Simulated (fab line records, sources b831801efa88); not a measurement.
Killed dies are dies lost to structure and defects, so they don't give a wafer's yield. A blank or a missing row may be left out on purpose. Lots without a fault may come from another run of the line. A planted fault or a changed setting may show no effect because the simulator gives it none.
Chamber matching | flow gf180mcu | GF_V3_CVD_00 on hdpcvd-01: 3 sister chambers
The step deposits SiO2, target thk 600 nm, time 100 s. 3 wafers are shown with their chamber, then 6 later ones without.

WAFERS WITH THEIR CHAMBER
wafer  | chamber | sih4_flow_sccm (sccm)
L811.5 | 2       | 59.87
L814.5 | 0       | 59.89
L814.6 | 1       | 60.20

WAFERS WITHOUT THEIR CHAMBER
wafer  | sih4_flow_sccm (sccm)
L826.3 | 59.91
L826.5 | 60.24
L826.6 | 59.99
L827.2 | 60.06
L827.3 | 59.87
L827.4 | 59.93

WHICH CHAMBER EACH WENT THROUGH
wafer  | from the rows above          | in truth
L826.3 | can't be placed: 0 or 2      | 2
L826.5 | 1                            | 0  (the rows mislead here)
L826.6 | can't be placed: 0 or 2 or 1 | 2
L827.2 | can't be placed: 1 or 0 or 2 | 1
L827.3 | can't be placed: 2 or 0      | 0
L827.4 | can't be placed: 0 or 2      | 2
Placed correctly: 0 of 6. Can't be placed from these rows: 5 (the true chamber is among the candidates in 5). Placed wrongly: 1.
How it was worked out, from the rows above alone: a wafer's distance from a chamber is the root of the sum, over the readings, of the square of ((its reading less the chamber's mean) divided by the reading's scatter). The wafer belongs to the nearest chamber; if the next one is less than 2 further off, it can't be placed. A chamber's mean is the mean of its shown wafers. The scatter: with one shown wafer a chamber, the root of the mean of the squares of how far each hidden wafer lies from its nearest shown one.
